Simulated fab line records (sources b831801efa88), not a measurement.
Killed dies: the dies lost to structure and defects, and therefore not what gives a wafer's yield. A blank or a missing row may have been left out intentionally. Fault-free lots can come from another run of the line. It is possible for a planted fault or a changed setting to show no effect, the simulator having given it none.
fab line records	flow sky130
[record] lots = 7	wafers = 21	lastDay = 51
route steps=708 shown NWELL@63 PAD_OPEN@708
lots that met no fault: taken from a fault-free run of the same line
startH: hours from the record's opening day to when the first of the lot's shown wafers began	waitH: how many hours have passed since the lot's step before this one	" as in the row above	L1.1+2: several wafers, shown together as one row	- no value present, or no start provided	* or withheld: withheld	< > ~ a bound
route shown NAME@n: NAME is a module with steps in the file, n the number in the route of the first one	usual: the fault-free wafers' mean and standard deviation	same: alike in all rows	chamber/n: place in a boat	sites: readings site by site	_std_site: their standard deviation	_edge_site: inner sites' mean taken away from outer sites' mean	radiusMm: how far each site lies from the wafer's centre	mask NAME#n: copy n	behind: the most recent tool/chamber to have shaped the wafer	hold: why the lot was held/for how many hours/how that ended	device: the n, p or np transistor that did not switch	end of line: the same wafers' tests at the end of the route	a step without rows: its recipe alone	killed: the dies lost at the first sort to structure and to defects; this is not the yield of the wafer	map: shows each die of a wafer: x if killed, . if not, _ if none is there
set.NAME: setting as actually run; set.NAME@STEP: the setting as run at that earlier step	model.NAME: the simulator's own value behind a step, which no gauge read
a table for each step, a row for each wafer; lots at some steps of the route
services: when a tool's chamber went out of use (startH, in hours from the record's first day, below 0 if earlier), for how many hours, and the reason
[[steps]]
[step SKY_NWELL_OVL_MEAS_10]
[usual] NWELL_00_OVL = 0.8/1.2
lot.wafer	tool	chamber	startH	waitH	NWELL_00_OVL[nm]
L887.2	overlay-01	-	141.37	-	0.0
L887.3	"	-	"	"	-1.5
L887.4	"	-	"	"	0.1
L889.1	overlay-01	-	154.72	-	1.1
L889.2	"	-	"	"	1.6
L889.3	"	-	"	"	1.6
L894.4	overlay-01	-	182.83	-	1.5
L894.5	"	-	"	"	2.1
L894.6	"	-	"	"	2.4
L896.2	overlay-02	-	193.18	-	0.9
L896.4	"	-	"	"	1.5
L896.6	"	-	"	"	1.4
L897.1	overlay-02	-	199.76	-	0.8
L897.4	"	-	"	"	0.7
L897.5	"	-	"	"	0.7
L899.1	overlay-02	-	215.04	-	-0.3
L899.4	"	-	"	"	0.7
L899.5	"	-	"	"	0.2
L901.2	overlay-02	-	225.12	-	2.6
L901.4	"	-	"	"	2.0
L901.6	"	-	"	"	3.4
[step SKY_NWELL_IMPLANT_11]
[recipe] species = P	energyKev = 400	doseCm2 = 1.9e+13	tiltDeg = withheld
[step SKY_NWELL_IMPLANT_12]
[recipe] species = P	energyKev = 120	doseCm2 = 1.3e+12	tiltDeg = withheld
[step SKY_NWELL_IMPLANT_13]
[recipe] species = P	energyKev = 50	doseCm2 = 7e+11	tiltDeg = withheld
[step SKY_NWELL_STRIP_14]
[recipe] chemistry = O2/N2	powerW = 1400	pressureMtorr = 1500	platenTempC = withheld	o2FlowSccm = 3000	n2FlowSccm = 300	overashFraction = 0.5
[usual] drypumpMotorCurrentA = 5.7/0.42	oesProductAu = 0.722/0.0044	stripTimeToEndpointS = 36.90/0.13
lot.wafer	tool	chamber	startH	waitH	drypumpMotorCurrentA	oesProductAu	rfHoursCounterH	stripTimeToEndpointS
L887.2	plasmaAsher-04	1	141.85	0.1	6.1	0.713	31	36.66
L887.3	"	0	"	"	5.3	0.725	-	36.80
L887.4	"	1	"	"	6.1	0.723	-	36.77
L889.1	plasmaAsher-02	0	155.21	0.1	6.0	0.722	4	36.94
L889.2	"	1	"	"	6.2	0.723	4	36.94
L889.3	"	0	"	"	6.0	0.726	-	36.95
L894.4	plasmaAsher-02	0	183.33	0.1	6.0	0.715	-	37.01
L894.5	"	1	"	"	6.1	0.727	-	37.12
L894.6	"	0	"	"	6.0	0.719	-	37.06
L896.2	plasmaAsher-04	1	193.66	0.1	6.1	0.723	36	36.87
L896.4	"	0	"	"	5.3	0.719	-	37.02
L896.6	"	1	"	"	6.1	0.728	-	37.06
L897.1	plasmaAsher-01	0	200.25	0.1	5.9	0.722	54	36.66
L897.4	"	1	"	"	5.1	0.724	-	36.68
L897.5	"	0	"	"	6.0	0.719	-	36.74
L899.1	plasmaAsher-04	0	215.53	0.1	5.3	0.729	38	36.92
L899.4	"	0	"	"	5.3	0.718	-	36.90
L899.5	"	0	"	"	5.3	0.723	-	36.96
L901.2	plasmaAsher-01	1	225.60	0.1	5.1	0.723	57	37.04
L901.4	"	1	"	"	5.1	0.719	-	37.03
L901.6	"	1	"	"	5.1	0.724	-	36.97
[step SKY_NWELL_TW_MEAS_15]
[usual] NWELL_TW = 1829/21
lot.wafer	tool	chamber	startH	waitH	NWELL_TW
L887.2	filmMetro-01	-	141.96	0.1	1823
L887.3	"	-	"	"	1802
L887.4	"	-	"	"	1812
L889.1	filmMetro-02	-	155.31	0.1	1861
L889.2	"	-	"	"	1865
L889.3	"	-	"	"	1850
L894.4	filmMetro-04	-	183.43	0.1	1816
L894.5	"	-	"	"	1814
L894.6	"	-	"	"	1809
L896.2	filmMetro-02	-	193.77	0.1	1837
L896.4	"	-	"	"	1847
L896.6	"	-	"	"	1840
L897.1	filmMetro-01	-	200.35	0.1	1808
L897.4	"	-	"	"	1801
L897.5	"	-	"	"	1807
L899.1	filmMetro-02	-	215.63	0.1	1837
L899.4	"	-	"	"	1839
L899.5	"	-	"	"	1842
L901.2	filmMetro-01	-	225.71	0.1	1811
L901.4	"	-	"	"	1817
L901.6	"	-	"	"	1812
[step SKY_NWELL_DEHYDRATE_16]
[recipe] tempC = 200	timeS = 60
[step SKY_NWELL_HMDS_17]
[recipe] primeTimeS = 60	primeTempC = 120
[step SKY_NWELL_COAT_18]
[recipe] spinRpm = 2000	resistThkNm = 3000
[step SKY_NWELL_SOFTBAKE_19]
[recipe] tempC = 110	timeS = withheld
[step SKY_NWELL_EXPOSE_20]
[recipe] maskId = NWM_COMPLEMENT	na = 0.6	sourceShape = conventional	sigmaOuter = 0.6	polarization = unpolarized	targetCdNm = 840	doseMj = 260
[step SKY_NWELL_PEB_21]
[recipe] tempC = 115	timeS = withheld
[step SKY_NWELL_DEVELOP_22]
[recipe] wallAngleDeg = 90	developer = TMAH	developTimeS = 60	devTempC = 23
lot.wafer	tool	chamber	startH	waitH
L887.2+3+4	lithoTrack-03	0	161	-
L889.1+2+3	lithoTrack-01	0	175	-
L894.4+5+6	lithoTrack-01	0	204	-
L896.2+4+6	lithoTrack-01	0	215	-
L897.1+4+5	lithoTrack-01	0	223	-
L899.1+4+5	lithoTrack-04	0	237	-
L901.2+4+6	lithoTrack-03	0	249	-
[step SKY_NWELL_OVL_MEAS_23]
[usual] NWELL_01_OVL = 0.6/1.3
lot.wafer	tool	chamber	startH	waitH	NWELL_01_OVL[nm]
L887.2	overlay-02	-	161.95	-	1.5
L887.3	"	-	"	"	1.2
L887.4	"	-	"	"	1.1
L889.1	overlay-01	-	175.86	-	3.6
L889.2	"	-	"	"	0.6
L889.3	"	-	"	"	2.3
L894.4	overlay-01	-	204.83	-	-
L894.5	"	-	"	"	1.0
L894.6	"	-	"	"	-
L896.2	overlay-02	-	215.77	-	0.6
L896.4	"	-	"	"	-
L896.6	"	-	"	"	-
L897.1	overlay-02	-	223.46	-	-1.3
L897.4	"	-	"	"	-
L897.5	"	-	"	"	-0.6
L899.1	overlay-01	-	237.72	-	1.5
L899.4	"	-	"	"	1.4
L899.5	"	-	"	"	-0.6
L901.2	overlay-02	-	249.35	-	1.5
L901.4	"	-	"	"	0.2
L901.6	"	-	"	"	-0.8
[step SKY_NWELL_IMPLANT_24]
[recipe] species = B	energyKev = 140	doseCm2 = 9.2e+12	tiltDeg = withheld
[step SKY_PAD_OPEN_PROBE_99]
[usual] killed_at_M0_to_M3 = 43/6.9	killed_at_M4_up = 3.2/1.6	killedAtContacts = 25/5.1	killedAtFrontEnd = 16/4.5	killedAtOther = 0.3/0.68	killedDies = 87/8.9	killedOnRim = 16/3.6	killedOpen = 48/6.9	killedShort = 39/6.3
[same] grossDies = 492	killedAtBackSide = 0
lot.wafer	tool	chamber	startH	waitH	killed_at_M0_to_M3	killed_at_M4_up	killedAtContacts	killedAtFrontEnd	killedAtOther	killedDies	killedOnRim	killedOpen	killedShort
L894.4	prober-02	-	1190.93	0.2	41	2	29	420	0	492	96	55	33
L894.6	prober-02	-	1191.03	0.2	48	4	25	415	0	492	96	43	46
L896.2	prober-02	-	1196.02	0.1	38	5	23	10	0	76	13	43	33
L896.4	prober-02	-	1196.12	0.2	34	5	27	426	0	492	96	48	35
L896.6	prober-02	-	1196.22	0.2	50	4	25	413	0	492	96	53	39
L897.4	prober-02	-	1205.03	0.2	52	1	23	416	0	492	96	46	41
// killed by level:class
L894.4 NWELL:areaDevelop=404 CONTACT:geometricParticle:open=12 LI_CONTACT:geometricParticle:open=10 VIA3:geometricParticle:open=9 VIA1:geometricParticle:open=7 VIA2:geometricParticle:open=7 FIELD_ISO:geometricParticle:short=6 FIELD_ISO:geometricParticle:open=5
L894.6 NWELL:areaDevelop=403 VIA2:geometricParticle:open=7 LI_CONTACT:geometricParticle:open=7 VIA3:geometricParticle:open=7 VIA1:geometricParticle:short=6 VIA1:geometricParticle:open=6 CONTACT:geometricParticle:short=5 LOCAL_INTERCONNECT:geometricParticle:short=5
L896.2 CONTACT:geometricParticle:open=10 VIA1:geometricParticle:open=7 VIA2:geometricParticle:open=7 METAL1:geometricParticle:short=6 VIA3:geometricParticle:open=6 POLY_GATE:geometricParticle:short=5 LI_CONTACT:geometricParticle:open=5 LOCAL_INTERCONNECT:geometricParticle:short=3
L896.4 NWELL:areaDevelop=409 CONTACT:geometricParticle:open=12 VIA1:geometricParticle:open=12 LI_CONTACT:geometricParticle:open=7 LOCAL_INTERCONNECT:geometricParticle:short=5 POLY_GATE:geometricParticle:short=4 SPACER:geometricParticle:short=4 METAL3:geometricParticle:short=4
L896.6 NWELL:areaDevelop=400 VIA1:geometricParticle:open=14 VIA2:geometricParticle:open=8 CONTACT:geometricParticle:open=7 CONTACT:geometricParticle:short=7 LI_CONTACT:geometricParticle:open=6 METAL3:geometricParticle:short=6 FIELD_ISO:geometricParticle:short=5
L897.4 NWELL:areaDevelop=405 VIA2:geometricParticle:open=9 VIA1:geometricParticle:open=9 CONTACT:geometricParticle:open=8 LI_CONTACT:geometricParticle:open=7 VIA2:geometricParticle:short=7 VIA1:geometricParticle:short=6 VIA3:geometricParticle:open=6
// map L894.4 (x killed, . not)
__________xxxxxxxxxx_________
________xxxxxxxxxxxxxx_______
______xxxxxxxxxxxxxxxxxx_____
_____xxxxxxxxxxxxxxxxxxxx____
____xxxxxxxxxxxxxxxxxxxxxx___
___xxxxxxxxxxxxxxxxxxxxxxxx__
__xxxxxxxxxxxxxxxxxxxxxxxxxx_
_xxxxxxxxxxxxxxxxxxxxxxxxxxxx
_xxxxxxxxxxxxxxxxxxxxxxxxxxxx
_xxxxxxxxxxxxxxxxxxxxxxxxxxxx
_xxxxxxxxxxxxxxxxxxxxxxxxxxxx
_xxxxxxxxxxxxxxxxxxxxxxxxxxxx
_xxxxxxxxxxxxxxxxxxxxxxxxxxxx
_xxxxxxxxxxxxxxxxxxxxxxxxxxxx
_xxxxxxxxxxxxxxxxxxxxxxxxxxxx
__xxxxxxxxxxxxxxxxxxxxxxxxxx_
___xxxxxxxxxxxxxxxxxxxxxxxx__
____xxxxxxxxxxxxxxxxxxxxxx___
_____xxxxxxxxxxxxxxxxxxxx____
______xxxxxxxxxxxxxxxxxx_____
________xxxxxxxxxxxxxx_______
__________xxxxxxxxxx_________
// map L896.4 (x killed, . not)
__________xxxxxxxxxx_________
________xxxxxxxxxxxxxx_______
______xxxxxxxxxxxxxxxxxx_____
_____xxxxxxxxxxxxxxxxxxxx____
____xxxxxxxxxxxxxxxxxxxxxx___
___xxxxxxxxxxxxxxxxxxxxxxxx__
__xxxxxxxxxxxxxxxxxxxxxxxxxx_
_xxxxxxxxxxxxxxxxxxxxxxxxxxxx
_xxxxxxxxxxxxxxxxxxxxxxxxxxxx
_xxxxxxxxxxxxxxxxxxxxxxxxxxxx
_xxxxxxxxxxxxxxxxxxxxxxxxxxxx
_xxxxxxxxxxxxxxxxxxxxxxxxxxxx
_xxxxxxxxxxxxxxxxxxxxxxxxxxxx
_xxxxxxxxxxxxxxxxxxxxxxxxxxxx
_xxxxxxxxxxxxxxxxxxxxxxxxxxxx
__xxxxxxxxxxxxxxxxxxxxxxxxxx_
___xxxxxxxxxxxxxxxxxxxxxxxx__
____xxxxxxxxxxxxxxxxxxxxxx___
_____xxxxxxxxxxxxxxxxxxxx____
______xxxxxxxxxxxxxxxxxx_____
________xxxxxxxxxxxxxx_______
__________xxxxxxxxxx_________
[[services]]
tool	chamber	startH	hours	kind
plasmaAsher-04	-	133.93	1.1	repair
[[key]]
[firstSign] step = SKY_NWELL_OVL_MEAS_23	reading = NWELL_01_OVL	direction = missing
[effect] step = SKY_PAD_OPEN_PROBE_99	reading = killedAtFrontEnd	direction = up	sigmas = 90	usual = 16	struck = 418
[moreKillsBornAt] SKY_NWELL_DEVELOP_22@lithoTrack-01 = 2021
metAt SKY_NWELL_DEVELOP_22
struckWafers L894.4,L894.6,L896.4,L896.6,L897.4
testerLeftOut L894,L896,L897
onsetBetween 175 204
[fault] kind = processParameterDrift	tool = lithoTrack-01	chamber = -	onsetH = 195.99	steps = SKY_NWELL_DEVELOP_22	channel = developTimeS	offset = *	shape = step	endH = 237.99	scope = struckWafersOnly	actsIn = *	stated = *
// testerLeftOut: of these lots the tester's yield and bins aren't shown, on N5 and GAA mostly nor the transistor test; their killed dies are dies lost to structure and defects alone, not to doping, threshold or leakage, so they don't give the yield
